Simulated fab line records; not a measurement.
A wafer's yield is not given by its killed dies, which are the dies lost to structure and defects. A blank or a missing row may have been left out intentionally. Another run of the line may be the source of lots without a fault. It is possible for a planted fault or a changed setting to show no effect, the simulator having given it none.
fab line records    flow sfqLine
record lots=5  wafers=15  lastDay=75
route steps=325 shown L0@12 L0V@16
lots that met no fault: taken from a fault-free run of the same line
startH: hours from the record's first day to the start of the lot's first wafer shown    waitH: hours since the lot's step before    " identical to the entry in the row above    L1.1+2: a single row standing in for several wafers    - value missing, or start not given    * or withheld: withheld    < > ~ a bound
route shown NAME@n: names a module that has steps shown in the file, with the first one's number in the route    usual: average and standard deviation across the fault-free wafers    same: alike in all rows    chamber/n: place in a boat    sites: per-site readings    _std_site: the values' standard deviation    _edge_site: mean of outer sites minus mean of inner sites    radiusMm: for every site, how far away it sits from the centre of the wafer    mask NAME#n: copy n    behind: the most recent tool/chamber to have shaped the wafer    hold: why the lot was held/for how many hours/how that ended    device: transistor that didn't switch, given as n, p or np    end of line: the tests these same wafers got at the end of their route    a step with no rows: only its recipe    killed: at the first sort, the dies lost to defects and structure; wafer yield is something else    map: dies across one wafer; x = killed, . = not, _ = none there
set.NAME: the run value of the setting; set.NAME@STEP: its run value at that earlier step    model.NAME: the simulator's own value behind a step, which no gauge read
certain route steps with their lots: each step a table, each wafer a row
services: the hour from which a tool's chamber was out of use, counted from the record's first day as startH (under 0 if before that day), plus the number of hours and why
## steps
# step SFQ_TRILAYER_L0_BARC_OPEN_METAL_ETCH_010
# recipe maskMaterial=PR  chemistry=O2  targetDepthNm=125  target=BARC  icpW=600  biasW=80  pressureMtorr=10  timeS=41.7
# usual drypumpMotorCurrentA=5.9/0.35  oesProductAu=0.685/0.0048  runLengthS=70.2/0.49
lot.wafer  tool         chamber  startH  waitH  drypumpMotorCurrentA  oesProductAu  rfHoursCounterH  runLengthS
L896.1     rieMetal-03  0        61.82   0.1    5.9                   0.678         42               70.4
L896.2     "            1        "       "      5.9                   0.694         94               69.9
L896.3     "            1        "       "      6.0                   0.688         -                70.1
L905.2     rieMetal-03  0        113.52  0.1    5.8                   0.693         53               70.7
L905.3     "            1        "       "      6.0                   0.679         -                69.9
L905.4     "            0        "       "      5.8                   0.678         -                70.6
L910.2     rieMetal-04  1        136.32  0.1    5.4                   0.684         102              70.4
L910.3     "            0        "       "      6.4                   0.687         -                69.5
L910.5     "            0        "       "      6.4                   0.683         -                69.5
L912.2     rieMetal-04  0        145.92  0.1    6.4                   0.684         159              69.3
L912.4     "            0        "       "      6.4                   0.686         -                69.6
L912.6     "            1        "       "      5.4                   0.681         -                70.8
L918.4     rieMetal-02  1        176.20  0.1    6.2                   0.682         -                70.4
L918.5     "            0        "       "      5.6                   0.688         -                69.6
L918.6     "            1        "       "      6.2                   0.690         -                70.7
# step SFQ_TRILAYER_L0_ETCH_METAL_ETCH_008
# recipe target=MoNx_KI  stopOn=SiO2  maskMaterial=PR  chemistry=SF6/O2  targetDepthNm=50  icpW=600  biasW=80  pressureMtorr=10  timeS=25
# usual drypumpMotorCurrentA=5.9/0.36  oesProductAu=0.875/0.0066  runLengthS=53.5/0.5
lot.wafer  tool         chamber  startH  waitH  drypumpMotorCurrentA  oesProductAu  rfHoursCounterH  runLengthS
L896.1     rieMetal-03  0        61.88   0.0    5.8                   0.875         42               54.5
L896.2     "            1        "       "      5.9                   0.865         94               53.1
L896.3     "            1        "       "      6.0                   0.872         -                53.3
L905.2     rieMetal-03  0        113.58  0.0    5.8                   0.880         53               53.7
L905.3     "            1        "       "      5.9                   0.881         -                53.5
L905.4     "            0        "       "      5.9                   0.881         -                53.8
L910.2     rieMetal-04  1        136.38  0.0    5.4                   0.872         102              53.5
L910.3     "            0        "       "      6.4                   0.871         -                53.2
L910.5     "            0        "       "      6.4                   0.865         -                52.6
L912.2     rieMetal-04  0        145.98  0.0    6.4                   0.876         159              52.9
L912.4     "            0        "       "      6.4                   0.870         -                52.9
L912.6     "            1        "       "      5.4                   0.882         -                53.6
L918.4     rieMetal-02  1        176.25  0.0    6.2                   0.869         -                53.8
L918.5     "            0        "       "      5.6                   0.881         -                53.1
L918.6     "            1        "       "      6.3                   0.884         -                54.2
# step SFQ_TRILAYER_L0_STRIP_STRIP_009
# recipe gas=O2  powerW=200  platenTempC=40  overashFraction=0.65  chemistry=O2  pressureMtorr=50
# usual drypumpMotorCurrentA=5.9/0.36  oesProductAu=1.001/0.008
lot.wafer  tool         chamber  startH  waitH  drypumpMotorCurrentA  oesProductAu  rfHoursCounterH
L896.1     rieMetal-03  0        61.92   0.0    5.9                   0.990         42
L896.2     "            1        "       "      6.0                   0.982         94
L896.3     "            1        "       "      6.0                   0.987         -
L905.2     rieMetal-03  0        113.62  0.0    5.9                   1.007         53
L905.3     "            1        "       "      6.0                   0.996         -
L905.4     "            0        "       "      5.9                   1.002         -
L910.2     rieMetal-04  1        136.42  0.0    5.4                   1.017         103
L910.3     "            0        "       "      6.4                   1.002         -
L910.5     "            0        "       "      6.4                   0.999         -
L912.2     rieMetal-04  0        146.02  0.0    6.4                   1.012         159
L912.4     "            0        "       "      6.4                   1.009         -
L912.6     "            1        "       "      5.4                   1.007         -
L918.4     rieMetal-02  1        176.48  0.2    6.2                   1.010         -
L918.5     "            0        "       "      5.6                   0.997         -
L918.6     "            1        "       "      6.2                   1.003         -
# step SFQ_TRILAYER_L0_STRIP_SOLV_CLEAN_010
# recipe chemistry=NMP  tempC=70  timeS=600
# step SFQ_TRILAYER_L0_CAP_PECVD_011
# recipe material=SiO2  tempC=150  timeS=13.333  pressureTorr=2.4  rfW=183.3  precursor=SiH4/N2O  targetThkNm=60
# usual heaterPowerW=86/15  throttleValvePct=24.8/1.1
lot.wafer  tool      chamber  startH  waitH  heaterPowerW  throttleValvePct
L896.1     pecvd-02  0        62.70   0.0    89            24.9
L896.2     "         2        "       "      123           26.2
L896.3     "         1        "       "      67            24.8
L905.2     pecvd-04  1        114.40  0.0    89            23.9
L905.3     "         2        "       "      68            22.0
L905.4     "         0        "       "      84            24.7
L910.2     pecvd-03  1        137.20  0.0    79            24.5
L910.3     "         0        "       "      90            25.3
L910.5     "         2        "       "      90            25.9
L912.2     pecvd-02  1        146.80  0.0    74            24.6
L912.4     "         0        "       "      82            25.0
L912.6     "         1        "       "      74            24.9
L918.4     pecvd-03  1        177.07  0.0    68            24.5
L918.5     "         2        "       "      100           25.9
L918.6     "         0        "       "      98            25.1
# step SFQ_TRILAYER_L0_VIA_LITHO_COAT_018
# recipe resist=BARC  spinRpm=3000  resistThkNm=62
# step SFQ_TRILAYER_L0_VIA_LITHO_COAT_013
# recipe resist=KrF  spinRpm=3000  resistThkNm=650
# step SFQ_TRILAYER_L0_VIA_LITHO_SOFTBAKE_017
# recipe tempC=withheld  timeS=withheld  resist=KrF
# step SFQ_TRILAYER_L0_VIA_LITHO_EXPOSE_014
# recipe maskId=L0V  na=0.6  sourceShape=conventional  sigmaOuter=0.65  targetCdNm=700  doseMj=21.3
# step SFQ_TRILAYER_L0_VIA_LITHO_PEB_016
# recipe pebTempC=115  pebTimeS=60  resist=KrF
# step SFQ_TRILAYER_L0_VIA_LITHO_DEVELOP_015
# recipe timeS=60  resist=KrF
# step SFQ_L0V_OVL_MEAS_903
# usual L0V_OVL=-5/6.1
lot.wafer  tool        chamber  startH  waitH  L0V_OVL[nm]
L896.1     overlay-02  -        99.66   0.1    -11
L896.2     "           -        "       "      -8
L896.3     "           -        "       "      -9
L905.2     overlay-01  -        169.44  0.1    -8
L905.3     "           -        "       "      -11
L905.4     "           -        "       "      -11
L910.2     overlay-01  -        198.17  0.1    1
L910.3     "           -        "       "      -13
L910.5     "           -        "       "      -11
L912.2     overlay-01  -        210.17  0.1    -4
L912.4     "           -        "       "      -2
L912.6     "           -        "       "      -10
L918.4     overlay-01  -        245.90  0.1    -10
L918.5     "           -        "       "      -6
L918.6     "           -        "       "      -9
# step SFQ_TRILAYER_L0_VIA_BARC_OPEN_VIA_ETCH_021
# recipe maskMaterial=PR  chemistry=O2  targetDepthNm=125  target=BARC  sourceW=500  biasW=80  pressureMtorr=30  timeS=41.7
# usual drypumpMotorCurrentA=5.7/0.35  oesProductAu=0.685/0.0046  runLengthS=69.9/0.5
lot.wafer  tool        chamber  startH  waitH  drypumpMotorCurrentA  oesProductAu  rfHoursCounterH  runLengthS  model.KrF_of_TRILAYER_L0_VIA_LITHO_COAT_013.thkNm
L896.1     rieDiel-03  0        99.70   0.0    6.0                   0.684         66               69.1        573.5
L896.2     "           3        "       "      6.2                   0.681         51               69.7        575.4
L896.3     "           1        "       "      5.4                   0.683         6                70.4        574.2
L905.2     rieDiel-03  2        169.47  0.0    5.5                   0.686         138              69.7        576.4
L905.3     "           3        "       "      6.2                   0.678         52               69.6        576
L905.4     "           0        "       "      6.0                   0.692         68               69.3        574.7
L910.2     rieDiel-03  0        198.20  0.0    6.0                   0.753         68               64.8        579.7
L910.3     "           3        "       "      6.2                   0.681         52               69.3        572.6
L910.5     "           3        "       "      6.2                   0.687         -                69.5        573.6
L912.2     rieDiel-02  0        210.20  0.0    5.7                   0.679         56               70.2        577.4
L912.4     "           2        "       "      6.0                   0.686         121              70.0        574.1
L912.6     "           3        "       "      6.0                   0.689         -                70.6        577.3
L918.4     rieDiel-01  3        245.92  0.0    5.4                   0.688         130              69.7        572
L918.5     "           1        "       "      5.1                   0.690         -                69.3        572.5
L918.6     "           2        "       "      5.6                   0.685         -                69.2        572.1
# step SFQ_TRILAYER_L0_VIA_ETCH_VIA_ETCH_016
# recipe target=SiO2  stopOn=MoNx_KI  maskMaterial=PR  chemistry=CHF3  targetDepthNm=80  sourceW=500  biasW=80  pressureMtorr=30  timeS=withheld
# usual drypumpMotorCurrentA=5.7/0.35  oesProductAu=0.842/0.0075
lot.wafer  tool        chamber  startH  waitH  drypumpMotorCurrentA  oesProductAu  model.KrF_of_TRILAYER_L0_VIA_LITHO_COAT_013.thkNm
L896.1     rieDiel-03  0        99.74   0.0    6.0                   0.845         559.6
L896.2     "           3        "       "      6.2                   0.845         561.6
L896.3     "           1        "       "      5.4                   0.851         560.5
L905.2     rieDiel-03  2        169.51  0.0    5.5                   0.845         562.5
L905.3     "           3        "       "      6.2                   0.841         562.1
L905.4     "           0        "       "      6.0                   0.862         561
L910.2     rieDiel-03  0        198.24  0.0    6.0                   0.832         566.1
L910.3     "           3        "       "      6.2                   0.839         558.6
L910.5     "           3        "       "      6.2                   0.844         559.6
L912.2     rieDiel-02  0        210.24  0.0    5.8                   0.843         564
L912.4     "           2        "       "      6.0                   0.846         560.4
L912.6     "           3        "       "      6.0                   0.863         564
L918.4     rieDiel-01  3        245.96  0.0    5.4                   0.846         558.2
L918.5     "           1        "       "      5.1                   0.838         558.9
L918.6     "           2        "       "      5.7                   0.846         558.2
# step SFQ_TRILAYER_L0_VIA_STRIP_STRIP_017
# recipe gas=O2  powerW=200  platenTempC=40  overashFraction=0.65  chemistry=O2  pressureMtorr=50
# usual drypumpMotorCurrentA=5.89/0.18  oesProductAu=0.997/0.0081
lot.wafer  tool         chamber  startH  waitH  drypumpMotorCurrentA  oesProductAu  rfHoursCounterH
L896.1     rieMetal-01  0        99.79   -      5.78                  1.001         32
L896.2     "            0        "       "      5.78                  0.997         -
L896.3     "            0        "       "      5.77                  1.003         -
L905.2     rieMetal-02  1        169.56  -      6.25                  0.988         167
L905.3     "            1        "       "      6.19                  0.995         -
L905.4     "            0        "       "      5.61                  1.009         -
L910.2     rieMetal-03  1        198.28  -      5.93                  0.998         119
L910.3     "            1        "       "      5.93                  1.001         -
L910.5     "            0        "       "      5.85                  1.002         -
L912.2     rieMetal-02  0        210.28  -      5.62                  0.994         9
L912.4     "            0        "       "      5.61                  0.996         -
L912.6     "            1        "       "      6.23                  1.009         -
L918.4     rieMetal-03  0        246.21  -      5.86                  0.990         -
L918.5     "            0        "       "      5.86                  0.999         -
L918.6     "            1        "       "      5.96                  0.990         -
## services
tool         chamber  startH  hours  kind
rieDiel-03   -        38.61   0.2    repair
pecvd-03     -        48.38   14.6   pm
rieDiel-02   0        51.27   60.7   repair
rieDiel-03   1        62.78   2.4    repair
pecvd-03     2        71.88   6.3    repair
pecvd-02     -        78.16   3.5    repair
rieDiel-02   3        95.66   3.5    repair
rieDiel-02   1        98.17   1.9    repair
pecvd-02     -        106.89  0.8    repair
rieMetal-02  -        110.28  2.8    pm
rieMetal-02  -        115.61  0.8    repair
rieMetal-03  -        119.00  0.2    repair
rieDiel-02   1        132.39  2.6    repair
rieDiel-01   2        147.33  2.5    repair
rieMetal-04  1        156.14  1.6    repair
pecvd-03     -        162.73  2.8    pm
rieDiel-02   0        176.65  1.3    repair
pecvd-03     -        194.25  14.0   pm
rieDiel-01   1        199.38  13.5   repair
rieMetal-04  -        205.07  0.6    repair
rieMetal-03  -        211.18  1.1    repair
rieDiel-03   -        211.69  2.8    pm
rieMetal-03  1        216.37  18.4   repair
rieDiel-03   3        222.62  1.3    repair
## key
firstSign step=SFQ_TRILAYER_L0_VIA_BARC_OPEN_VIA_ETCH_021  reading=oesProductAu  direction=up  sigmas=15  usual=0.685  struck=0.753
effect step=SFQ_TRILAYER_L0_VIA_BARC_OPEN_VIA_ETCH_021  reading=runLengthS  direction=down  sigmas=10  usual=*  struck=*
modelEffect step=SFQ_TRILAYER_L0_VIA_BARC_OPEN_VIA_ETCH_021  value=KrF_of_TRILAYER_L0_VIA_LITHO_COAT_013.thkNm  without=574.2  struck=579.7
modelEffect step=SFQ_TRILAYER_L0_VIA_ETCH_VIA_ETCH_016  value=KrF_of_TRILAYER_L0_VIA_LITHO_COAT_013.thkNm  without=560.6  struck=566.1
metAt SFQ_TRILAYER_L0_VIA_BARC_OPEN_VIA_ETCH_021
struckWafers L910.2
onsetBetween 169.47 198.20
fault kind=processParameterDrift  tool=rieDiel-03  chamber=0  onsetH=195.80  steps=SFQ_TRILAYER_L0_VIA_BARC_OPEN_VIA_ETCH_021  channel=timeS  offset=*  shape=step  endH=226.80  actsIn=*  stated=*
